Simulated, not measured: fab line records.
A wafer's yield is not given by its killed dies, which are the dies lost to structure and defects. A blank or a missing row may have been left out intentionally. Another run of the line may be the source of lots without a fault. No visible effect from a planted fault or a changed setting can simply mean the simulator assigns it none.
fab line records	flow sky130
[record] lots = 12	wafers = 36	lastDay = 50
route steps=708 shown FIELD_ISO@24 NWELL@34 PWDE@52 VT_ADJUST_LVTN@100 PAD_OPEN@708
lots untouched by any fault: they come from a run of this same line in which no faults occurred
startH: hours from the record's opening day to when the first of the lot's shown wafers began	waitH: hours since the lot's step before	" the same as in the row above	L1.1+2: several wafers, shown together as one row	- no value, or no start was given	* or withheld: withheld	< > ~ a bound
route shown NAME@n: names a module that has steps shown in the file, with the first one's number in the route	usual: mean/standard deviation of fault-free wafers	same: alike in all rows	chamber/n: place in a boat	sites: each site's reading	_std_site: how widely they spread, as a standard deviation	_edge_site: the outer-site mean with the inner-site mean subtracted	radiusMm: how far each site lies from the wafer's centre	mask NAME#n: copy n	behind: the tool/chamber that last shaped the wafer	hold: cause of the lot's hold/its duration in hours/its outcome	device: which transistor (n, p or np) failed to switch	end of line: tests run on the same wafers once the route is complete	where a step has no rows: the recipe by itself	killed: dies that structure and defects cost at the first sort, which is not the same as the wafer's yield	map: shows each die of a wafer: x if killed, . if not, _ if none is there
set.NAME: the run value of the setting; set.NAME@STEP: its run value at that earlier step	model.NAME: the simulator's own value behind a step, which no gauge read
a sample of lots followed through the steps of the route, with each step as a table and each wafer as a row
services: a tool's chamber out of use, with start hour (startH, from the record's first day; less than 0 if before it), hours out, and reason
[[steps]]
[step SKY_FIELD_ISO_THK_MEAS_23]
[recipe] reads = SiO2_of_FIELD_ISO_OXIDATION_22
[usual] FIELD_ISO_OXIDATION_01_THK = 10.03/0.19
lot.wafer	tool	chamber	startH	waitH	FIELD_ISO_OXIDATION_01_THK[nm]
L991.3	filmMetro-01	-	32.50	0.0	10.23
L991.5	"	-	"	"	10.31
L991.6	"	-	"	"	10.14
L992.1	filmMetro-03	-	37.69	0.0	10.05
L992.2	"	-	"	"	10.08
L992.5	"	-	"	"	10.08
L996.1	filmMetro-01	-	57.80	0.0	10.28
L996.2	"	-	"	"	9.98
L996.6	"	-	"	"	10.04
L997.2	filmMetro-02	-	65.74	0.0	9.93
L997.3	"	-	"	"	10.06
L997.6	"	-	"	"	9.97
L102.1	filmMetro-02	-	87.89	0.0	10.11
L102.2	"	-	"	"	9.94
L102.3	"	-	"	"	10.02
L104.1	filmMetro-02	-	98.48	0.0	10.36
L104.3	"	-	"	"	10.43
L104.4	"	-	"	"	10.36
L105.1	filmMetro-02	-	106.97	0.0	10.17
L105.2	"	-	"	"	10.06
L105.5	"	-	"	"	10.07
L106.1	filmMetro-02	-	109.83	0.0	10.00
L106.4	"	-	"	"	10.00
L106.6	"	-	"	"	10.05
L111.2	filmMetro-01	-	138.83	0.0	10.08
L111.3	"	-	"	"	10.23
L111.4	"	-	"	"	10.07
L112.3	filmMetro-01	-	141.36	0.0	10.25
L112.4	"	-	"	"	10.29
L112.5	"	-	"	"	10.20
L114.2	filmMetro-02	-	152.81	0.0	9.92
L114.3	"	-	"	"	9.69
L114.4	"	-	"	"	9.80
L113.3	filmMetro-01	-	152.82	0.0	9.85
L113.4	"	-	"	"	9.79
L113.5	"	-	"	"	9.77
[step SKY_NWELL_THK_MEAS_02]
[recipe] reads = SiO2_of_NWELL_OXIDATION_01
[usual] NWELL_OXIDATION_THK = 9.99/0.15
lot.wafer	tool	chamber	startH	waitH	NWELL_OXIDATION_THK[nm]
L991.3	filmMetro-03	-	39.60	0.0	10.09
L991.5	"	-	"	"	10.24
L991.6	"	-	"	"	10.20
L992.1	filmMetro-03	-	46.15	0.0	9.95
L992.2	"	-	"	"	10.02
L992.5	"	-	"	"	9.97
L996.1	filmMetro-04	-	62.44	0.0	9.92
L996.2	"	-	"	"	10.06
L996.6	"	-	"	"	10.10
L997.2	filmMetro-01	-	71.48	0.0	9.91
L997.3	"	-	"	"	10.13
L997.6	"	-	"	"	10.01
L102.1	filmMetro-04	-	92.41	0.0	9.88
L102.2	"	-	"	"	9.85
L102.3	"	-	"	"	10.15
L104.1	filmMetro-01	-	103.03	0.0	9.94
L104.3	"	-	"	"	10.04
L104.4	"	-	"	"	9.90
L105.1	filmMetro-04	-	114.10	0.0	9.97
L105.2	"	-	"	"	9.81
L105.5	"	-	"	"	9.85
L106.1	filmMetro-01	-	118.18	0.0	10.24
L106.4	"	-	"	"	9.97
L106.6	"	-	"	"	10.07
L111.2	filmMetro-01	-	144.28	0.0	9.88
L111.3	"	-	"	"	10.00
L111.4	"	-	"	"	10.20
L112.3	filmMetro-03	-	146.11	0.0	9.86
L112.4	"	-	"	"	9.98
L112.5	"	-	"	"	9.89
L114.2	filmMetro-04	-	159.21	0.0	10.15
L114.3	"	-	"	"	10.29
L114.4	"	-	"	"	10.09
L113.3	filmMetro-01	-	159.22	0.0	10.21
L113.4	"	-	"	"	10.22
L113.5	"	-	"	"	10.02
[step SKY_PWDE_OVL_MEAS_07]
[usual] PWDE_OVL = 0.0/1.8
lot.wafer	tool	chamber	startH	waitH	PWDE_OVL[nm]
L991.3	overlay-01	-	70.64	-	-2.0
L991.5	"	-	"	"	0.3
L991.6	"	-	"	"	0.5
L992.1	overlay-01	-	78.88	-	-0.7
L992.2	"	-	"	"	1.5
L992.5	"	-	"	"	-0.2
L996.1	overlay-01	-	96.32	-	-0.1
L996.2	"	-	"	"	-0.4
L996.6	"	-	"	"	0.7
L997.2	overlay-02	-	106.08	-	-1.2
L997.3	"	-	"	"	1.0
L997.6	"	-	"	"	0.9
L102.1	overlay-01	-	129.17	-	-0.8
L102.2	"	-	"	"	-0.3
L102.3	"	-	"	"	-0.3
L104.1	overlay-02	-	138.76	-	0.1
L104.3	"	-	"	"	-1.3
L104.4	"	-	"	"	-0.2
L105.1	overlay-02	-	152.13	-	3.1
L105.2	"	-	"	"	1.2
L105.5	"	-	"	"	1.1
L106.1	overlay-02	-	156.53	-	3.0
L106.4	"	-	"	"	-0.5
L106.6	"	-	"	"	1.5
L111.2	overlay-01	-	183.98	-	1.8
L111.3	"	-	"	"	2.3
L111.4	"	-	"	"	4.2
L112.3	overlay-02	-	186.78	-	-0.7
L112.4	"	-	"	"	-1.1
L112.5	"	-	"	"	-2.3
L113.3	overlay-01	-	202.02	-	-1.6
L113.4	"	-	"	"	-0.3
L113.5	"	-	"	"	1.7
L114.2	overlay-02	-	202.78	-	3.0
L114.3	"	-	"	"	1.0
L114.4	"	-	"	"	1.4
[step SKY_VT_ADJUST_LVTN_SOFTBAKE_03]
[recipe] tempC = 110	timeS = withheld
[usual] chillPlateTempC = 23.03/0.1	heaterPowerTotalW = 65.33/0.13	plateTempC = 110.00/0.15
lot.wafer	tool	chamber	startH	waitH	chillPlateTempC	heaterPowerTotalW	plateTempC
L991.3	lithoTrack-02	0	133.63	0.1	22.99	65.17	110.03
L991.5	"	0	"	"	23.03	65.07	110.18
L991.6	"	0	"	"	23.06	65.41	110.09
L992.1	lithoTrack-02	0	145.21	0.1	23.00	65.42	109.84
L992.2	"	0	"	"	23.05	65.21	109.98
L992.5	"	0	"	"	23.01	65.34	110.07
L996.1	lithoTrack-04	0	163.97	0.1	23.13	65.52	109.78
L996.2	"	0	"	"	22.96	65.46	109.76
L996.6	"	0	"	"	22.91	65.44	109.90
L997.2	lithoTrack-02	0	174.99	0.1	22.98	65.19	109.84
L997.3	"	0	"	"	22.93	65.35	109.97
L997.6	"	0	"	"	22.89	65.33	110.20
L102.1	lithoTrack-04	0	202.22	0.1	23.16	54.94	96.81
L102.2	"	0	"	"	23.17	55.11	96.90
L102.3	"	0	"	"	23.21	54.85	97.04
L104.1	lithoTrack-04	0	214.67	0.1	22.95	54.87	96.90
L104.3	"	0	"	"	22.88	55.05	96.78
L104.4	"	0	"	"	23.06	55.14	96.97
L105.1	lithoTrack-02	0	227.16	0.1	23.11	65.32	110.07
L105.2	"	0	"	"	23.20	65.36	110.33
L105.5	"	0	"	"	23.20	65.20	110.24
L106.1	lithoTrack-04	0	232.77	0.1	22.86	55.19	97.07
L106.4	"	0	"	"	22.85	54.95	97.11
L106.6	"	0	"	"	23.03	55.04	96.93
L111.2	lithoTrack-03	0	262.48	0.1	23.07	65.53	110.16
L111.3	"	0	"	"	23.03	65.46	110.01
L111.4	"	0	"	"	23.17	65.40	110.14
L112.3	lithoTrack-03	0	267.17	0.1	22.78	65.49	109.84
L112.4	"	0	"	"	22.80	65.51	109.88
L112.5	"	0	"	"	22.88	65.18	109.76
L113.3	lithoTrack-04	0	284.54	0.1	22.88	65.31	110.16
L113.4	"	0	"	"	23.00	65.24	109.90
L113.5	"	0	"	"	22.90	65.46	110.14
L114.2	lithoTrack-04	0	286.41	0.1	22.97	65.43	109.96
L114.3	"	0	"	"	22.73	65.38	110.08
L114.4	"	0	"	"	22.85	65.32	110.09
[step SKY_VT_ADJUST_LVTN_STRIP_09]
[recipe] chemistry = O2/N2	powerW = 1400	pressureMtorr = 1500	platenTempC = withheld	o2FlowSccm = 3000	n2FlowSccm = 300	overashFraction = 0.5
[usual] drypumpMotorCurrentA = 5.57/0.22	oesProductAu = 0.723/0.0044	stripTimeToEndpointS = 36.89/0.096
lot.wafer	tool	chamber	startH	waitH	drypumpMotorCurrentA	oesProductAu	rfHoursCounterH	stripTimeToEndpointS
L991.3	plasmaAsher-01	1	143.47	0.1	5.87	0.729	-	36.93
L991.5	"	0	"	"	5.58	0.719	-	36.97
L991.6	"	1	"	"	5.87	0.720	-	36.92
L992.1	plasmaAsher-03	0	155.26	0.1	5.12	0.724	43	37.06
L992.2	"	1	"	"	5.73	0.721	43	36.98
L992.5	"	0	"	"	5.12	0.726	-	37.10
L996.1	plasmaAsher-01	0	175.11	0.1	5.59	0.719	49	36.77
L996.2	"	1	"	"	5.83	0.720	49	36.90
L996.6	"	0	"	"	5.59	0.722	-	36.83
L997.2	plasmaAsher-02	1	185.55	0.1	5.51	0.725	7	36.87
L997.3	"	1	"	"	5.51	0.730	-	36.82
L997.6	"	1	"	"	5.49	0.720	-	36.88
L102.1	plasmaAsher-03	1	213.81	0.1	5.71	0.720	49	38.20
L102.2	"	0	"	"	5.14	0.721	49	38.30
L102.3	"	0	"	"	5.16	0.725	-	38.24
L104.1	plasmaAsher-02	1	226.55	0.1	5.52	0.725	11	38.21
L104.3	"	0	"	"	5.62	0.723	-	38.18
L104.4	"	1	"	"	5.52	0.724	-	38.17
L105.1	plasmaAsher-02	0	238.65	0.1	5.63	0.724	12	36.95
L105.2	"	1	"	"	5.49	0.719	12	36.97
L105.5	"	0	"	"	5.64	0.718	-	36.84
L106.1	plasmaAsher-02	0	244.30	0.1	5.61	0.719	12	38.27
L106.4	"	1	"	"	5.49	0.726	-	38.25
L106.6	"	1	"	"	5.50	0.727	-	38.24
L111.2	plasmaAsher-03	1	274.91	0.1	5.70	0.724	55	36.86
L111.3	"	0	"	"	5.15	0.727	-	36.82
L111.4	"	1	"	"	5.72	0.720	-	36.84
L112.3	plasmaAsher-03	1	279.14	0.1	5.68	0.724	-	36.73
L112.4	"	0	"	"	5.14	0.725	-	36.76
L112.5	"	1	"	"	5.69	0.719	-	36.89
L113.3	plasmaAsher-03	0	296.97	0.1	5.11	0.716	-	37.00
L113.4	"	1	"	"	5.69	0.718	-	36.88
L113.5	"	0	"	"	5.14	0.722	-	36.95
L114.2	plasmaAsher-03	1	299.36	0.1	5.70	0.718	57	37.03
L114.3	"	0	"	"	5.14	0.723	-	36.85
L114.4	"	1	"	"	5.69	0.717	-	36.93
[step SKY_PAD_OPEN_PROBE_99]
[usual] killed_at_M0_to_M3 = 43/7	killed_at_M4_up = 3.3/1.8	killedAtContacts = 24/6.2	killedAtFrontEnd = 16/4.7	killedAtOther = 0.4/0.58	killedDies = 87/10	killedOnRim = 16/3.7	killedOpen = 47/6.4	killedShort = 39/7
[same] grossDies = 492	killedAtBackSide = 0
lot.wafer	tool	chamber	startH	waitH	killed_at_M0_to_M3	killed_at_M4_up	killedAtContacts	killedAtFrontEnd	killedAtOther	killedDies	killedOnRim	killedOpen	killedShort
L991.3	prober-01	-	1070.93	0.2	46	1	23	13	0	83	16	46	37
L991.5	prober-01	-	1071.03	0.2	43	4	24	14	0	85	19	35	50
L991.6	prober-01	-	1071.08	0.2	38	3	25	10	0	76	16	41	35
L992.1	prober-02	-	1082.26	0.1	50	3	19	14	0	86	15	44	41
L992.2	prober-02	-	1082.31	0.1	43	4	16	20	0	83	18	45	36
L992.5	prober-02	-	1082.46	0.2	33	1	29	20	0	83	13	42	39
L996.1	prober-02	-	1113.94	0.1	51	2	13	15	0	81	16	41	38
L996.2	prober-02	-	1113.99	0.1	46	3	22	8	0	79	17	49	29
L996.6	prober-02	-	1114.19	0.2	39	4	17	9	0	69	17	38	30
L997.2	prober-01	-	1121.40	0.1	59	3	17	16	1	96	11	49	47
L997.3	prober-01	-	1121.45	0.2	44	3	29	14	1	91	19	49	42
L997.6	prober-01	-	1121.60	0.2	39	0	25	18	0	82	18	45	37
L102.1	prober-01	-	1159.30	0.1	36	0	15	12	0	63	13	37	26
L102.2	prober-01	-	1159.35	0.1	49	2	21	17	0	89	26	48	41
L102.3	prober-01	-	1159.40	0.2	50	2	19	15	1	87	16	49	38
L104.1	prober-02	-	1160.52	0.1	42	2	26	8	0	78	17	48	30
L104.3	prober-02	-	1160.62	0.2	47	13	15	17	0	92	19	37	42
L104.4	prober-02	-	1160.67	0.2	45	3	26	14	1	89	19	49	39
L105.1	prober-01	-	1165.66	0.1	31	4	20	16	0	71	9	43	27
L105.2	prober-01	-	1165.71	0.1	43	7	22	23	0	95	22	51	40
L105.5	prober-01	-	1165.86	0.2	35	5	22	22	0	84	15	41	42
L106.1	prober-02	-	1166.14	0.1	38	2	20	12	0	72	17	39	33
L106.4	prober-02	-	1166.29	0.2	51	2	27	16	0	96	23	61	35
L106.6	prober-02	-	1166.39	0.2	55	4	25	14	0	98	21	61	37
L111.2	prober-01	-	1197.94	0.1	27	2	24	13	1	67	14	32	35
L111.3	prober-01	-	1197.99	0.2	54	2	27	12	1	96	18	57	36
L111.4	prober-01	-	1198.04	0.2	35	3	41	18	0	97	19	59	37
L113.3	prober-02	-	1201.84	0.2	44	2	10	14	0	70	17	41	29
L113.4	prober-02	-	1201.89	0.2	47	1	24	17	0	89	24	51	38
L113.5	prober-02	-	1201.94	0.2	34	3	25	23	1	86	18	45	41
L112.3	prober-01	-	1202.47	0.2	46	6	19	8	1	80	8	43	34
L112.4	prober-01	-	1202.52	0.2	41	4	20	11	1	77	11	45	32
L112.5	prober-01	-	1202.57	0.2	47	6	28	20	0	101	21	52	49
L114.2	prober-02	-	1203.29	0.1	40	3	22	8	0	73	19	50	23
L114.3	prober-02	-	1203.34	0.2	45	2	17	15	0	79	13	50	29
L114.4	prober-02	-	1203.39	0.2	42	2	26	18	0	88	15	47	41
// killed by level:class
L991.3 VIA1:geometricParticle:open=12 CONTACT:geometricParticle:open=9 LI_CONTACT:geometricParticle:open=7 LOCAL_INTERCONNECT:geometricParticle:short=5 VIA1:geometricParticle:short=5 METAL2:geometricParticle:short=5 VIA2:geometricParticle:open=5 FIELD_ISO:geometricParticle:short=4
L991.5 LI_CONTACT:geometricParticle:open=8 VIA1:geometricParticle:short=8 VIA1:geometricParticle:open=7 METAL2:geometricParticle:short=7 LOCAL_INTERCONNECT:geometricParticle:short=6 CONTACT:geometricParticle:open=6 METAL3:geometricParticle:short=5 POLY_GATE:geometricParticle:open=4
L991.6 LI_CONTACT:geometricParticle:open=10 VIA1:geometricParticle:open=7 CONTACT:geometricParticle:short=6 CONTACT:geometricParticle:open=5 METAL1:geometricParticle:short=5 VIA2:geometricParticle:open=5 METAL2:geometricParticle:short=5 VIA3:geometricParticle:open=4
L992.1 VIA1:geometricParticle:open=12 METAL2:geometricParticle:short=10 VIA2:geometricParticle:open=8 CONTACT:geometricParticle:open=7 FIELD_ISO:geometricParticle:open=5 VIA3:geometricParticle:open=5 METAL1:geometricParticle:short=4 LI_CONTACT:geometricParticle:open=4
L992.2 VIA1:geometricParticle:open=13 METAL2:geometricParticle:short=9 FIELD_ISO:geometricParticle:open=8 FIELD_ISO:geometricParticle:short=7 CONTACT:geometricParticle:short=5 CONTACT:geometricParticle:open=5 METAL2:geometricParticle:open=4 VIA3:geometricParticle:open=4
L992.5 CONTACT:geometricParticle:open=14 LI_CONTACT:geometricParticle:open=7 FIELD_ISO:geometricParticle:open=6 VIA1:geometricParticle:short=6 VIA1:geometricParticle:open=5 VIA2:geometricParticle:open=5 FIELD_ISO:geometricParticle:short=4 POLY_GATE:geometricParticle:short=4
L996.1 VIA1:geometricParticle:open=12 VIA1:geometricParticle:short=9 VIA2:geometricParticle:open=7 CONTACT:geometricParticle:open=7 VIA3:geometricParticle:open=7 METAL1:geometricParticle:short=6 METAL2:geometricParticle:short=5 FIELD_ISO:geometricParticle:short=4
L996.2 VIA1:geometricParticle:open=14 VIA2:geometricParticle:open=8 CONTACT:geometricParticle:open=8 VIA3:geometricParticle:open=8 LI_CONTACT:geometricParticle:open=7 VIA2:geometricParticle:short=6 VIA1:geometricParticle:short=4 POLY_GATE:geometricParticle:short=3
L996.6 LI_CONTACT:geometricParticle:open=9 VIA1:geometricParticle:open=7 VIA2:geometricParticle:open=7 METAL2:geometricParticle:short=6 METAL1:geometricParticle:short=4 VIA3:geometricParticle:open=4 FIELD_ISO:geometricParticle:short=3 CONTACT:geometricParticle:open=3
L997.2 VIA1:geometricParticle:open=12 METAL1:geometricParticle:short=6 VIA2:geometricParticle:open=6 VIA1:geometricParticle:short=6 METAL2:geometricParticle:short=6 FIELD_ISO:geometricParticle:open=5 VIA2:geometricParticle:short=5 CONTACT:geometricParticle:short=5
L997.3 CONTACT:geometricParticle:open=9 VIA1:geometricParticle:open=8 LI_CONTACT:geometricParticle:open=7 LOCAL_INTERCONNECT:geometricParticle:short=7 FIELD_ISO:geometricParticle:open=5 VIA3:geometricParticle:open=5 METAL2:geometricParticle:short=5 METAL1:geometricParticle:short=5
L997.6 CONTACT:geometricParticle:open=13 VIA2:geometricParticle:open=9 FIELD_ISO:geometricParticle:open=6 VIA1:geometricParticle:short=6 FIELD_ISO:geometricParticle:short=5 CONTACT:geometricParticle:short=5 METAL2:geometricParticle:short=5 VIA2:geometricParticle:short=5
L102.1 VIA1:geometricParticle:open=9 VIA2:geometricParticle:open=6 METAL2:geometricParticle:short=4 LOCAL_INTERCONNECT:geometricParticle:short=4 CONTACT:geometricParticle:short=4 METAL1:geometricParticle:short=4 FIELD_ISO:geometricParticle:short=3 POLY_GATE:geometricParticle:open=3
L102.2 METAL1:geometricParticle:short=10 VIA1:geometricParticle:open=8 METAL2:geometricParticle:short=8 LI_CONTACT:geometricParticle:open=7 VIA2:geometricParticle:open=7 VIA3:geometricParticle:open=6 CONTACT:geometricParticle:open=5 FIELD_ISO:geometricParticle:short=4
L102.3 VIA1:geometricParticle:open=15 CONTACT:geometricParticle:open=9 VIA1:geometricParticle:short=6 VIA2:geometricParticle:open=6 FIELD_ISO:geometricParticle:short=4 POLY_GATE:geometricParticle:short=4 METAL1:geometricParticle:short=4 METAL3:geometricParticle:short=4
L104.1 CONTACT:geometricParticle:open=10 LI_CONTACT:geometricParticle:open=8 METAL2:geometricParticle:short=8 VIA2:geometricParticle:open=8 VIA1:geometricParticle:open=6 VIA2:geometricParticle:short=4 METAL1:geometricParticle:open=4 VIA1:geometricParticle:short=4
L104.3 VIA4:areaEtch=12 METAL2:geometricParticle:short=11 VIA1:geometricParticle:open=9 CONTACT:geometricParticle:open=6 LI_CONTACT:geometricParticle:open=5 METAL1:geometricParticle:short=5 VIA2:geometricParticle:open=5 POLY_GATE:geometricParticle:short=4
L104.4 VIA1:geometricParticle:open=10 CONTACT:geometricParticle:open=9 LI_CONTACT:geometricParticle:open=8 VIA2:geometricParticle:open=6 VIA1:geometricParticle:short=5 METAL2:geometricParticle:short=5 LOCAL_INTERCONNECT:geometricParticle:short=4 METAL1:geometricParticle:short=4
L105.1 VIA1:geometricParticle:open=10 VIA2:geometricParticle:open=6 LI_CONTACT:geometricParticle:open=6 POLY_GATE:geometricParticle:open=4 POLY_GATE:geometricParticle:short=4 CONTACT:geometricParticle:short=4 CONTACT:geometricParticle:open=4 FIELD_ISO:geometricParticle:open=3
L105.2 VIA1:geometricParticle:open=15 CONTACT:geometricParticle:open=9 FIELD_ISO:geometricParticle:short=7 FIELD_ISO:geometricParticle:open=6 METAL1:geometricParticle:short=6 METAL2:geometricParticle:short=5 VIA2:geometricParticle:open=5 METAL4:geometricParticle:short=5
L105.5 VIA1:geometricParticle:open=8 FIELD_ISO:geometricParticle:open=6 POLY_GATE:geometricParticle:short=6 CONTACT:geometricParticle:open=6 VIA2:geometricParticle:open=6 LI_CONTACT:geometricParticle:open=5 CONTACT:geometricParticle:short=5 FIELD_ISO:geometricParticle:short=4
L106.1 VIA1:geometricParticle:open=12 CONTACT:geometricParticle:open=8 VIA2:geometricParticle:short=5 LOCAL_INTERCONNECT:geometricParticle:short=5 FIELD_ISO:geometricParticle:short=4 METAL1:geometricParticle:short=4 FIELD_ISO:geometricParticle:open=3 POLY_GATE:geometricParticle:short=3
L106.4 VIA1:geometricParticle:open=18 CONTACT:geometricParticle:open=13 VIA3:geometricParticle:open=7 METAL1:geometricParticle:short=6 FIELD_ISO:geometricParticle:open=5 VIA2:geometricParticle:open=5 POLY_GATE:geometricParticle:short=4 LI_CONTACT:geometricParticle:open=4
L106.6 VIA1:geometricParticle:open=19 LI_CONTACT:geometricParticle:open=8 VIA3:geometricParticle:open=8 CONTACT:geometricParticle:open=7 VIA2:geometricParticle:open=6 FIELD_ISO:geometricParticle:short=5 CONTACT:geometricParticle:short=5 VIA1:geometricParticle:short=5
L111.2 CONTACT:geometricParticle:open=13 POLY_GATE:geometricParticle:short=5 CONTACT:geometricParticle:short=5 METAL2:geometricParticle:short=5 VIA2:geometricParticle:open=5 FIELD_ISO:geometricParticle:short=4 LOCAL_INTERCONNECT:geometricParticle:short=4 METAL1:geometricParticle:short=4
L111.3 VIA3:geometricParticle:open=13 CONTACT:geometricParticle:open=12 VIA1:geometricParticle:open=11 VIA2:geometricParticle:open=8 VIA1:geometricParticle:short=6 FIELD_ISO:geometricParticle:short=5 LI_CONTACT:geometricParticle:open=5 LOCAL_INTERCONNECT:geometricParticle:short=4
L111.4 LI_CONTACT:geometricParticle:open=14 CONTACT:geometricParticle:open=14 VIA1:geometricParticle:open=8 CONTACT:geometricParticle:short=6 VIA3:geometricParticle:open=6 FIELD_ISO:geometricParticle:open=5 POLY_GATE:geometricParticle:short=5 METAL1:geometricParticle:short=5
L113.3 VIA1:geometricParticle:open=12 VIA3:geometricParticle:open=7 VIA2:geometricParticle:open=6 VIA1:geometricParticle:short=5 VIA2:geometricParticle:short=5 FIELD_ISO:geometricParticle:open=4 FIELD_ISO:geometricParticle:short=3 POLY_GATE:geometricParticle:short=3
L113.4 VIA1:geometricParticle:open=13 VIA2:geometricParticle:open=9 CONTACT:geometricParticle:open=8 LI_CONTACT:geometricParticle:open=6 VIA1:geometricParticle:short=6 CONTACT:geometricParticle:short=5 METAL1:geometricParticle:short=5 FIELD_ISO:geometricParticle:open=4
L113.5 CONTACT:geometricParticle:open=9 VIA1:geometricParticle:open=9 FIELD_ISO:geometricParticle:short=7 CONTACT:geometricParticle:short=6 POLY_GATE:geometricParticle:open=5 METAL1:geometricParticle:short=5 VIA2:geometricParticle:open=5 SPACER:geometricParticle:open=4
L112.3 VIA3:geometricParticle:open=9 VIA1:geometricParticle:open=9 VIA2:geometricParticle:open=6 LOCAL_INTERCONNECT:geometricParticle:short=5 CONTACT:geometricParticle:open=5 METAL1:geometricParticle:open=5 METAL2:geometricParticle:short=5 LI_CONTACT:geometricParticle:open=4
L112.4 VIA1:geometricParticle:open=10 CONTACT:geometricParticle:open=8 VIA2:geometricParticle:open=8 LI_CONTACT:geometricParticle:open=6 FIELD_ISO:geometricParticle:open=4 METAL1:geometricParticle:short=4 VIA3:geometricParticle:open=4 METAL2:geometricParticle:short=4
L112.5 CONTACT:geometricParticle:open=15 VIA2:geometricParticle:open=11 FIELD_ISO:geometricParticle:short=9 VIA1:geometricParticle:short=8 VIA1:geometricParticle:open=7 FIELD_ISO:geometricParticle:open=6 LI_CONTACT:geometricParticle:open=6 VIA3:geometricParticle:open=6
L114.2 VIA1:geometricParticle:open=12 CONTACT:geometricParticle:open=9 VIA3:geometricParticle:open=9 LI_CONTACT:geometricParticle:open=5 METAL2:geometricParticle:short=4 VIA2:geometricParticle:open=4 VIA3:geometricParticle:short=4 FIELD_ISO:geometricParticle:open=3
L114.3 VIA1:geometricParticle:open=12 VIA3:geometricParticle:open=9 CONTACT:geometricParticle:open=7 VIA2:geometricParticle:open=6 VIA3:geometricParticle:short=5 POLY_GATE:geometricParticle:short=4 LI_CONTACT:geometricParticle:open=4 METAL3:geometricParticle:short=4
L114.4 CONTACT:geometricParticle:open=10 VIA3:geometricParticle:open=9 METAL2:geometricParticle:short=7 LI_CONTACT:geometricParticle:open=7 VIA1:geometricParticle:open=7 FIELD_ISO:geometricParticle:short=6 SPACER:geometricParticle:open=5 METAL1:geometricParticle:short=5
[[services]]
tool	chamber	startH	hours	kind
plasmaAsher-02	0	117.75	-	clean
plasmaAsher-02	1	117.75	-	clean
plasmaAsher-02	-	206.19	2.4	repair
plasmaAsher-01	-	231.80	2.8	pm
plasmaAsher-02	-	257.34	12.0	repair
plasmaAsher-02	-	258.78	7.4	repair
[[key]]
[firstSign] step = SKY_VT_ADJUST_LVTN_SOFTBAKE_03	reading = plateTempC	direction = down	sigmas = 89	usual = *	struck = *
[effect] step = SKY_VT_ADJUST_LVTN_SOFTBAKE_03	reading = heaterPowerTotalW	direction = down	sigmas = 80	usual = *	struck = *
[effect] step = SKY_VT_ADJUST_LVTN_STRIP_09	reading = stripTimeToEndpointS	direction = up	sigmas = 14	usual = *	struck = *
metAt SKY_VT_ADJUST_LVTN_SOFTBAKE_03
struckLots L102,L104,L106
testerLeftOut L102,L104,L106
[baselineLoss] step = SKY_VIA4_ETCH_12	wafers = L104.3
notActingAt SKY_FIELD_ISO_THK_MEAS_23,SKY_NWELL_THK_MEAS_02,SKY_PWDE_OVL_MEAS_07
onsetBetween 163.97 202.22
[fault] kind = processParameterDrift	tool = lithoTrack-04	chamber = -	onsetH = 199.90	steps = SKY_VT_ADJUST_LVTN_SOFTBAKE_03	channel = tempC	offset = *	shape = step	endH = 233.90	actsIn = *	stated = *
// testerLeftOut: of these lots the tester's yield and bins aren't shown, on N5 and GAA mostly nor the transistor test; their killed dies are dies lost to structure and defects alone, not to doping, threshold or leakage, so they don't give the yield
// baselineLoss: these wafers lose ten dies or more at that step, a loss of the line's own and not of a fault; the sort's usual values leave them out
